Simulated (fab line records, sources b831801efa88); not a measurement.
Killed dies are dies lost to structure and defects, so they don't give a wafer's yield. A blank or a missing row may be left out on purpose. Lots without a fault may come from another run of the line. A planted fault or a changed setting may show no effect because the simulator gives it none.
fab line records | flow sky130
record lots=6 wafers=18 last_day=50
route steps=708 shown METAL4@622 PAD_OPEN@708
lots that met no fault: from a run of the same line without faults
start_h: hours from the record's first day to the start of the lot's first wafer shown | wait_h: hours since the lot's step before | " the same as in the row above | L1.1+2: a row that stands for several wafers | - no value, or no start given | * or withheld: withheld | < > ~ a bound
route shown NAME@n: a module of which the file shows steps, and the number in the route of the first | usual: mean/standard deviation of fault-free wafers | same: alike in all rows | chamber/n: place in a boat | sites: the reading at each site | _std_site: their standard deviation | _edge_site: outer sites' mean less inner sites' | radius_mm: how far each site lies from the wafer's centre | mask NAME#n: copy n | behind: the tool/chamber that last shaped the wafer | hold: why the lot was held/for how many hours/how that ended | device: the transistor (n, p or np) that didn't switch | end of line: the same wafers' tests at the end of the route | a step without rows: its recipe alone | killed: dies lost to structure and defects at the first sort, not the wafer's yield | map: a wafer's dies, x killed, . not, _ none there
set.NAME: the setting as run; set.NAME@STEP: as run at that earlier step | model.NAME: the simulator's own value behind a step, which no gauge read
lots at some steps of the route; a table a step, a row a wafer
services: from which hour (start_h, from the record's first day; less than 0 if before it) a tool's chamber was out of use, for how many hours, and why
## steps
# step SKY_METAL4_HMDS_06
# recipe prime_time_s=60 prime_temp_c=120
# step SKY_METAL4_COAT_07
# recipe resist=BARC temp_c=withheld time_s=withheld spin_rpm=3000 resist_thk_nm=60
# step SKY_METAL4_COAT_08
# recipe resist=KrF-thick spin_rpm=3000 resist_thk_nm=1140
# step SKY_METAL4_SOFTBAKE_09
# recipe temp_c=100 time_s=90 resist=KrF-thick
# step SKY_METAL4_EXPOSE_10
# recipe mask_id=MM4 na=0.68 source_shape=annular sigma_inner=0.4 sigma_outer=0.8 target_cd_nm=300 dose_mj=28
# step SKY_METAL4_PEB_11
# recipe peb_temp_c=withheld peb_time_s=withheld resist=KrF-thick
# step SKY_METAL4_DEVELOP_12
# recipe develop_time_s=60 resist=KrF-thick dev_temp_c=21
# step SKY_METAL4_CD_MEAS_13
# recipe target_cd_nm=300
# usual cd_nm=299.8/1.1
# columns lot.wafer tool chamber start_h wait_h cd_nm
L824.1 cd_sem-01 - 969.44 - 299.3
L824.3 " - " " 300.7
L824.6 " - " " 301.3
L829.1 cd_sem-01 - 1012.34 - 298.7
L829.2 " - " " 300.7
L829.6 " - " " 298.6
L837.2 cd_sem-01 - 1067.19 - 299.8
L837.4 " - " " 299.9
L837.5 " - " " 301.3
L839.2 cd_sem-01 - 1072.81 - 297.8
L839.3 " - " " 297.9
L839.4 " - " " 298.5
L845.3 cd_sem-02 - 1108.49 - 299.6
L845.4 " - " " 300.2
L845.5 " - " " 300.4
L846.2 cd_sem-02 - 1112.52 - 299.1
L846.3 " - " " 298.6
L846.5 " - " " 299.7
# step SKY_METAL4_OVL_MEAS_14
# usual METAL4_OVL=0/5.6
# columns lot.wafer tool chamber start_h wait_h METAL4_OVL[nm]
L824.1 overlay-01 - 969.56 0.1 -9
L824.3 " - " " 1
L824.6 " - " " -3
L829.1 overlay-02 - 1012.46 0.1 2
L829.2 " - " " -1
L829.6 " - " " -4
L837.2 overlay-01 - 1067.30 0.1 -5
L837.4 " - " " 2
L837.5 " - " " 10
L839.2 overlay-02 - 1072.92 0.1 -2
L839.3 " - " " -4
L839.4 " - " " 2
L845.3 overlay-02 - 1108.58 0.1 9
L845.4 " - " " 10
L845.5 " - " " 16
L846.2 overlay-01 - 1112.63 0.1 -1
L846.3 " - " " 6
L846.5 " - " " -6
# step SKY_METAL4_DESCUM_15
# recipe chemistry=O2 source_power_w=150 bias_power_w=0 pressure_mtorr=10 temp_c=40 time_s=8
# usual drypump_motor_current_A=5.7/0.37 oes_product_au=0.995/0.0071
# columns lot.wafer tool chamber start_h wait_h drypump_motor_current_A oes_product_au rf_hours_counter_h
L824.1 rie_metal-03 1 969.60 0.0 5.9 0.984 16
L824.3 " 1 " " 5.9 0.990 -
L824.6 " 0 " " 5.2 0.997 -
L829.1 rie_metal-03 1 1012.50 0.0 5.9 0.988 18
L829.2 " 0 " " 5.3 0.986 16
L829.6 " 1 " " 5.9 0.994 -
L837.2 rie_metal-02 0 1067.33 0.0 5.3 1.000 16
L837.4 " 0 " " 5.3 0.999 -
L837.5 " 0 " " 5.3 0.993 -
L839.2 rie_metal-02 0 1072.95 0.0 5.3 0.994 16
L839.3 " 1 " " 5.6 0.992 -
L839.4 " 0 " " 5.3 0.998 -
L845.3 rie_metal-04 1 1108.62 0.0 6.4 0.995 -
L845.4 " 0 " " 5.7 0.994 -
L845.5 " 1 " " 6.4 1.007 -
L846.2 rie_metal-03 1 1112.66 0.0 5.9 0.989 24
L846.3 " 0 " " 5.3 0.996 -
L846.5 " 1 " " 5.9 0.988 -
# step SKY_METAL4_ETCH_16
# recipe chemistry=N2/H2 target=BARC ion_energy_ev=200 bias_w=100 pressure_mtorr=30 n2_flow_sccm=100 h2_flow_sccm=200 icp_w=500 stop_on=SiO2 time_s=88.2 target_depth_a=600
# usual drypump_motor_current_A=5.7/0.37 oes_product_au=0.625/0.0043 throttle_valve_pct=13.205/0.0093
# columns lot.wafer tool chamber start_h wait_h drypump_motor_current_A oes_product_au rf_hours_counter_h throttle_valve_pct
L824.1 rie_metal-03 1 969.63 0.0 5.9 0.621 16 13.214
L824.3 " 1 " " 5.9 0.626 - 13.202
L824.6 " 0 " " 5.3 0.626 - 13.199
L829.1 rie_metal-03 1 1012.53 0.0 5.9 0.626 18 13.218
L829.2 " 0 " " 5.2 0.616 16 13.209
L829.6 " 1 " " 5.9 0.624 - 13.199
L837.2 rie_metal-02 0 1067.36 0.0 5.3 0.627 16 13.208
L837.4 " 0 " " 5.3 0.623 - 13.220
L837.5 " 0 " " 5.3 0.623 - 13.209
L839.2 rie_metal-02 0 1072.98 0.0 5.3 0.626 16 13.219
L839.3 " 1 " " 5.6 0.626 - 13.210
L839.4 " 0 " " 5.3 0.623 - 13.209
L845.3 rie_metal-04 1 1108.67 0.0 6.4 0.633 - 13.193
L845.4 " 0 " " 5.7 0.634 - 13.202
L845.5 " 1 " " 6.4 0.618 - 13.209
L846.2 rie_metal-03 1 1112.69 0.0 6.0 0.623 24 13.199
L846.3 " 0 " " 5.3 0.621 - 13.192
L846.5 " 1 " " 6.0 0.629 - 13.191
# step SKY_METAL4_ETCH_17
# recipe target=SiO2 stop_on=TiN chemistry=C4F8/O2/Ar source_w=1500 bias_w=1200 pressure_mtorr=40 c4f8_flow_sccm=withheld O2_flow_sccm=6 Ar_flow_sccm=300 time_s=3.9 target_depth_a=150
# usual oes_product_au=0.756/0.0078
# columns lot.wafer tool chamber start_h wait_h oes_product_au rf_hours_counter_h
L824.1 rie_diel-02 0 969.73 0.1 0.753 8
L824.3 " 3 " " 0.749 16
L824.6 " 2 " " 0.756 -
L829.1 rie_diel-03 1 1012.63 0.1 0.741 12
L829.2 " 3 " " 0.751 11
L829.6 " 3 " " 0.746 -
L837.2 rie_diel-02 3 1067.46 0.1 0.748 19
L837.4 " 2 " " 0.751 14
L837.5 " 1 " " 0.757 -
L839.2 rie_diel-02 3 1073.08 0.1 0.756 19
L839.3 " 1 " " 0.754 14
L839.4 " 2 " " 0.759 14
L845.3 rie_diel-02 1 1108.74 0.0 0.758 15
L845.4 " 2 " " 0.754 15
L845.5 " 2 " " 0.760 -
L846.2 rie_diel-03 3 1112.79 0.1 0.751 14
L846.3 " 2 " " 0.756 3
L846.5 " 2 " " 0.752 -
# step SKY_METAL4_METAL_ETCH_18
# recipe target_depth_a=8450 stop_on=SiO2 over_etch_frac=0.3 time_s=183.1 chemistry=Cl2/BCl3 resist_sidewall_deg=88 pressure_mtorr=10 icp_w=900 bias_w=48.5 Cl2_flow_sccm=60 bcl3_flow_sccm=30
# usual drypump_motor_current_A=5.7/0.41 oes_product_au=0.865/0.0061 over_etch_frac=0.3/0 throttle_valve_pct=22.266/0.0093
# columns lot.wafer tool chamber start_h wait_h drypump_motor_current_A oes_product_au over_etch_frac rf_hours_counter_h throttle_valve_pct model.KrF-thick_of_METAL4_COAT_08.thk_nm model.METAL4.cd_nm model.SiO2_of_VIA3_HDPCVD_00.thk_nm
L824.1 rie_metal-04 0 969.74 0.0 5.7 0.874 0.3 1 22.277 525.6 297.2 433.4
L824.3 " 0 " " 5.7 0.869 0.3 - 22.262 532.8 297.1 433.9
L824.6 " 0 " " 5.7 0.866 0.3 - 22.276 519.9 296.2 432.8
L829.1 rie_metal-02 1 1012.65 0.0 5.6 0.856 0.3 16 22.269 533 298.5 435.1
L829.2 " 0 " " 5.3 0.870 0.3 12 22.271 533.8 301.6 435
L829.6 " 0 " " 5.3 0.861 0.3 - 22.255 536.7 298.3 435.8
L837.2 rie_metal-04 0 1067.48 0.0 5.7 0.799 0.51568 8 22.278 442.1 288.8 430.8
L837.4 " 1 " " 6.4 0.798 0.51568 - 22.270 439.9 292.9 430.6
L837.5 " 0 " " 5.7 0.791 0.51568 - 22.259 436.9 291.5 431
L839.2 rie_metal-04 1 1073.10 0.0 6.4 0.802 0.51568 15 22.274 441 290.5 432.5
L839.3 " 0 " " 5.7 0.798 0.51568 - 22.260 445.5 286.7 431.6
L839.4 " 1 " " 6.4 0.797 0.51568 - 22.258 440.2 288.4 432.5
L845.3 rie_metal-02 1 1108.82 0.1 5.6 0.863 0.3 - 22.278 531.1 298 434.7
L845.4 " 0 " " 5.3 0.867 0.3 - 22.272 532.3 300.8 435.3
L845.5 " 0 " " 5.3 0.872 0.3 - 22.261 533.6 303.3 434.5
L846.2 rie_metal-02 1 1112.81 0.0 5.6 0.865 0.3 23 22.266 526.2 297.5 435.8
L846.3 " 0 " " 5.3 0.863 0.3 - 22.268 527.1 298.7 434.4
L846.5 " 1 " " 5.6 0.870 0.3 - 22.250 533.2 295 435.6
# step SKY_METAL4_STRIP_19
# recipe chemistry=O2/N2 power_w=1400 pressure_mtorr=1500 platen_temp_c=withheld o2_flow_sccm=3000 n2_flow_sccm=300 overash_fraction=0.5
# usual drypump_motor_current_A=6.1/0.46 oes_product_au=0.505/0.0054 strip_time_to_endpoint_s=6.59/0.058
# columns lot.wafer tool chamber start_h wait_h drypump_motor_current_A oes_product_au rf_hours_counter_h strip_time_to_endpoint_s
L824.1 plasma_asher-04 1 969.92 0.1 6.5 0.512 20 6.53
L824.3 " 1 " " 6.5 0.499 - 6.60
L824.6 " 0 " " 6.4 0.508 - 6.48
L829.1 plasma_asher-03 1 1012.82 0.1 5.3 0.508 122 6.60
L829.2 " 0 " " 6.4 0.509 122 6.59
L829.6 " 0 " " 6.4 0.516 - 6.63
L837.2 plasma_asher-01 1 1067.66 0.1 6.0 0.468 70 5.69
L837.4 " 1 " " 6.0 0.472 - 5.66
L837.5 " 1 " " 5.9 0.473 - 5.64
L839.2 plasma_asher-03 1 1073.27 0.1 5.3 0.457 1 5.67
L839.3 " 0 " " 6.4 0.460 - 5.70
L839.4 " 1 " " 5.3 0.473 - 5.67
L845.3 plasma_asher-03 1 1108.97 0.1 5.3 0.504 - 6.56
L845.4 " 0 " " 6.4 0.513 - 6.60
L845.5 " 1 " " 5.3 0.504 - 6.59
L846.2 plasma_asher-03 0 1112.99 0.1 6.4 0.499 5 6.53
L846.3 " 0 " " 6.4 0.506 - 6.53
L846.5 " 1 " " 5.3 0.509 - 6.60
# step SKY_METAL4_STRIP_20
# recipe chemistry=post_etch_residue_remover time_s=1200 temp_c=72.5
# step SKY_PAD_OPEN_PROBE_99
# usual defect_limited_yield=82.6/1.9 killed_at_M0_to_M3=43/6.5 killed_at_M4_up=3.2/1.8 killed_at_contacts=24/5 killed_at_front_end=15/4.1 killed_at_other=0.3/0.54 killed_dies=85/9.3 killed_open=47/7.2 killed_short=39/5.9 sort_bin_3_pad_short=0.9/0.4 sort_bin_5_function=10.3/1.5 sort_bin_6_memory=6.2/1.2 sort_n_pass=407/9.3 sort_yield_pct=82.6/1.9
# same gross_dies=492 killed_at_back_side=0 sort_bin_4_leakage[%]=0 sort_bin_8_speed[%]=0
# columns lot.wafer tool chamber start_h wait_h defect_limited_yield[%] killed_at_M0_to_M3 killed_at_M4_up killed_at_contacts killed_at_front_end killed_at_other killed_dies killed_open killed_short sort_bin_3_pad_short[%] sort_bin_5_function[%] sort_bin_6_memory[%] sort_n_pass sort_yield_pct[%] model.etest.met4.width_nm model.etest.met4.line_ohm_um
L824.1 prober-02 - 1065.38 0.1 83.5 36 3 19 23 0 81 42 38 0.6 9.3 6.5 411 83.5 298.4 0.1412
L824.3 prober-02 - 1065.48 0.2 86.2 36 2 16 14 0 68 39 28 0.8 8.5 4.5 424 86.2 295.8 0.1433
L824.6 prober-02 - 1065.63 0.2 82.7 37 4 27 16 1 85 48 35 0.8 11.0 5.5 407 82.7 295.1 0.1436
L829.1 prober-01 - 1104.18 0.1 81.9 47 3 26 13 0 89 52 37 0.8 11.0 6.3 403 81.9 297 0.1464
L829.2 prober-01 - 1104.23 0.1 86.2 35 4 18 11 0 68 40 28 0.2 8.7 4.9 424 86.2 300.6 0.143
L829.6 prober-01 - 1104.43 0.2 81.9 43 6 21 19 0 89 39 50 0.4 11.4 6.3 403 81.9 299 0.1445
L837.2 prober-01 - 1152.51 0.1 82.5 49 2 18 17 0 86 46 40 1.0 11.4 5.1 406 82.5 286.8 0.1489
L837.4 prober-01 - 1152.61 0.2 81.1 43 4 29 16 1 93 41 51 1.0 11.6 6.3 399 81.1 293.6 0.1441
L837.5 prober-01 - 1152.66 0.2 78.7 54 2 25 24 0 105 49 56 0.6 13.6 7.1 387 78.7 291.4 0.1464
L839.2 prober-02 - 1157.66 0.1 87.2 31 2 22 8 0 63 33 30 0.6 7.1 5.1 429 87.2 290.2 0.1455
L839.3 prober-02 - 1157.71 0.2 81.3 39 2 32 19 0 92 56 36 1.0 12.0 5.7 400 81.3 285.6 0.1467
L839.4 prober-02 - 1157.76 0.2 84.6 39 4 18 15 0 76 38 38 0.4 9.3 5.7 416 84.6 285.8 0.1465
L845.3 prober-01 - 1186.48 0.2 83.9 41 7 19 12 0 79 31 48 1.6 10.4 4.1 413 83.9 298.5 0.1414
L845.4 prober-01 - 1186.53 0.2 83.3 37 4 21 20 0 82 46 36 1.6 10.4 4.7 410 83.3 298.2 0.1433
L845.5 prober-01 - 1186.58 0.2 81.5 49 4 22 16 0 91 47 44 1.8 11.6 5.1 401 81.5 307.4 0.1391
L846.2 prober-02 - 1189.34 0.1 83.3 42 4 26 10 0 82 44 38 0.6 10.2 5.9 410 83.3 298.2 0.1423
L846.3 prober-02 - 1189.39 0.2 78.9 49 3 29 23 0 104 55 49 1.0 12.8 7.3 388 78.9 296 0.1433
L846.5 prober-02 - 1189.49 0.2 84.1 44 1 22 10 1 78 41 37 1.4 9.3 5.1 414 84.1 296.8 0.1433
# killed by level:class
L824.1 VIA1:geometric_particle:open=8 CONTACT:geometric_particle:open=7 POLY_GATE:geometric_particle:short=6 POLY_GATE:geometric_particle:open=6 FIELD_ISO:geometric_particle:open=5 LI_CONTACT:geometric_particle:short=4 METAL1:geometric_particle:open=4 METAL1:geometric_particle:short=4
L824.3 CONTACT:geometric_particle:open=9 VIA1:geometric_particle:open=8 VIA2:geometric_particle:open=7 METAL1:geometric_particle:short=6 VIA3:geometric_particle:open=5 FIELD_ISO:geometric_particle:short=4 LI_CONTACT:geometric_particle:open=4 METAL2:geometric_particle:short=4
L824.6 CONTACT:geometric_particle:open=13 VIA1:geometric_particle:open=10 METAL1:geometric_particle:short=7 VIA2:geometric_particle:open=6 LI_CONTACT:geometric_particle:open=6 POLY_GATE:geometric_particle:open=5 METAL2:geometric_particle:short=4 METAL4:geometric_particle:short=4
L829.1 VIA1:geometric_particle:open=14 CONTACT:geometric_particle:open=10 VIA3:geometric_particle:open=8 VIA1:geometric_particle:short=7 LI_CONTACT:geometric_particle:open=5 POLY_GATE:geometric_particle:open=4 POLY_GATE:geometric_particle:short=4 LOCAL_INTERCONNECT:geometric_particle:short=4
L829.2 VIA1:geometric_particle:open=9 LI_CONTACT:geometric_particle:open=6 CONTACT:geometric_particle:open=6 VIA2:geometric_particle:open=4 CONTACT:geometric_particle:short=4 FIELD_ISO:geometric_particle:open=3 POLY_GATE:geometric_particle:short=3 METAL1:geometric_particle:open=3
L829.6 VIA1:geometric_particle:open=9 VIA3:geometric_particle:open=7 LOCAL_INTERCONNECT:geometric_particle:short=7 POLY_GATE:geometric_particle:short=6 FIELD_ISO:geometric_particle:short=5 CONTACT:geometric_particle:open=5 CONTACT:geometric_particle:short=5 VIA1:geometric_particle:short=5
L837.2 METAL1:geometric_particle:short=10 VIA2:geometric_particle:open=8 CONTACT:geometric_particle:open=8 VIA1:geometric_particle:open=7 VIA3:geometric_particle:open=6 FIELD_ISO:geometric_particle:open=5 POLY_GATE:geometric_particle:short=5 POLY_GATE:geometric_particle:open=4
L837.4 CONTACT:geometric_particle:short=9 LOCAL_INTERCONNECT:geometric_particle:short=8 LI_CONTACT:geometric_particle:open=6 CONTACT:geometric_particle:open=6 VIA1:geometric_particle:open=6 VIA2:geometric_particle:open=6 METAL3:geometric_particle:short=6 POLY_GATE:geometric_particle:open=5
L837.5 VIA2:geometric_particle:open=10 CONTACT:geometric_particle:open=8 VIA1:geometric_particle:open=8 METAL1:geometric_particle:short=7 METAL2:geometric_particle:short=6 CONTACT:geometric_particle:short=6 VIA1:geometric_particle:short=6 FIELD_ISO:geometric_particle:open=5
L839.2 VIA1:geometric_particle:open=9 CONTACT:geometric_particle:open=8 LI_CONTACT:geometric_particle:open=6 LI_CONTACT:geometric_particle:short=4 VIA1:geometric_particle:short=4 METAL1:geometric_particle:short=4 VIA2:geometric_particle:open=4 METAL2:geometric_particle:short=3
L839.3 CONTACT:geometric_particle:open=11 LI_CONTACT:geometric_particle:open=9 VIA1:geometric_particle:open=9 FIELD_ISO:geometric_particle:open=8 VIA3:geometric_particle:open=7 LI_CONTACT:geometric_particle:short=6 VIA3:geometric_particle:short=5 METAL2:geometric_particle:short=5
L839.4 VIA3:geometric_particle:open=6 CONTACT:geometric_particle:open=6 VIA2:geometric_particle:open=6 VIA1:geometric_particle:open=5 METAL1:geometric_particle:short=5 FIELD_ISO:geometric_particle:open=4 POLY_GATE:geometric_particle:short=4 VIA1:geometric_particle:short=4
L845.3 CONTACT:geometric_particle:short=8 VIA1:geometric_particle:short=7 METAL1:geometric_particle:short=7 METAL4:geometric_particle:short=5 CONTACT:geometric_particle:open=5 VIA2:geometric_particle:open=5 METAL2:geometric_particle:short=4 VIA1:geometric_particle:open=4
L845.4 VIA1:geometric_particle:open=9 CONTACT:geometric_particle:open=8 VIA3:geometric_particle:open=7 FIELD_ISO:geometric_particle:short=6 POLY_GATE:geometric_particle:open=6 LI_CONTACT:geometric_particle:open=5 FIELD_ISO:geometric_particle:open=4 LI_CONTACT:geometric_particle:short=4
L845.5 METAL1:geometric_particle:short=10 VIA1:geometric_particle:open=7 VIA3:geometric_particle:open=7 CONTACT:geometric_particle:open=6 VIA2:geometric_particle:open=6 FIELD_ISO:geometric_particle:open=5 LI_CONTACT:geometric_particle:open=5 LOCAL_INTERCONNECT:geometric_particle:short=5
L846.2 CONTACT:geometric_particle:open=12 VIA1:geometric_particle:open=10 METAL2:geometric_particle:short=7 LI_CONTACT:geometric_particle:open=6 FIELD_ISO:geometric_particle:open=4 LOCAL_INTERCONNECT:geometric_particle:short=4 CONTACT:geometric_particle:short=4 VIA1:geometric_particle:short=4
L846.3 CONTACT:geometric_particle:open=13 VIA1:geometric_particle:open=12 METAL2:geometric_particle:short=10 FIELD_ISO:geometric_particle:open=6 VIA3:geometric_particle:open=6 FIELD_ISO:geometric_particle:short=5 LOCAL_INTERCONNECT:geometric_particle:short=5 VIA1:geometric_particle:short=5
L846.5 VIA1:geometric_particle:open=13 CONTACT:geometric_particle:open=8 CONTACT:geometric_particle:short=7 METAL2:geometric_particle:short=5 VIA2:geometric_particle:open=5 VIA3:geometric_particle:open=5 METAL1:geometric_particle:short=4 METAL3:geometric_particle:short=4
## services
# columns tool chamber start_h hours kind
rie_metal-03 - 951.21 4.3 pm
rie_metal-02 1 985.15 4.3 repair
rie_diel-02 3 986.46 13.8 repair
plasma_asher-04 - 995.83 14.6 pm
rie_diel-03 2 1005.12 - clean
rie_diel-03 2 1005.12 17.4 scheduled_down
rie_diel-03 2 1005.12 17.4 vent_cycle
rie_diel-02 0 1011.24 6.9 repair
plasma_asher-04 - 1026.18 3.5 repair
plasma_asher-01 - 1040.34 2.0 repair
rie_diel-02 - 1047.55 0.1 repair
rie_diel-03 3 1049.68 1.5 repair
plasma_asher-03 - 1055.25 9.0 pm
plasma_asher-03 0 1055.25 9.0 vent_cycle
plasma_asher-03 1 1055.25 9.0 vent_cycle
plasma_asher-03 0 1064.25 - clean
plasma_asher-03 1 1064.25 - clean
plasma_asher-03 - 1069.22 2.8 pm
rie_diel-02 - 1081.56 4.1 repair
rie_diel-03 1 1089.53 8.0 repair
rie_diel-02 0 1092.37 3.5 repair
rie_metal-02 - 1104.46 0.9 repair
rie_metal-03 - 1107.02 2.1 repair
rie_diel-03 1 1109.12 2.5 repair
## key
first_sign step=SKY_METAL4_METAL_ETCH_18 reading=over_etch_frac direction=up sigmas=99+ usual=0.3 struck=0.51568
effect step=SKY_METAL4_METAL_ETCH_18 reading=oes_product_au direction=down sigmas=11 usual=0.865 struck=0.797
effect step=SKY_METAL4_STRIP_19 reading=strip_time_to_endpoint_s direction=down sigmas=16 usual=* struck=*
model_effect step=SKY_METAL4_METAL_ETCH_18 value=KrF-thick_of_METAL4_COAT_08.thk_nm without=531.2 struck=441
model_effect step=SKY_PAD_OPEN_PROBE_99 value=etest.met4.width_nm without=298.8 struck=288.9
met_at SKY_METAL4_METAL_ETCH_18
struck_wafers L837.2,L837.4,L837.5,L839.2,L839.3,L839.4
onset_between 969.74 1067.48
fault kind=process_parameter_drift tool=rie_metal-04 chamber=- onset_h=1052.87 steps=SKY_METAL4_METAL_ETCH_18 channel=over_etch_frac offset=0.21568 shape=step end_h=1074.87 acts_in=these_recipes_only stated=0.3
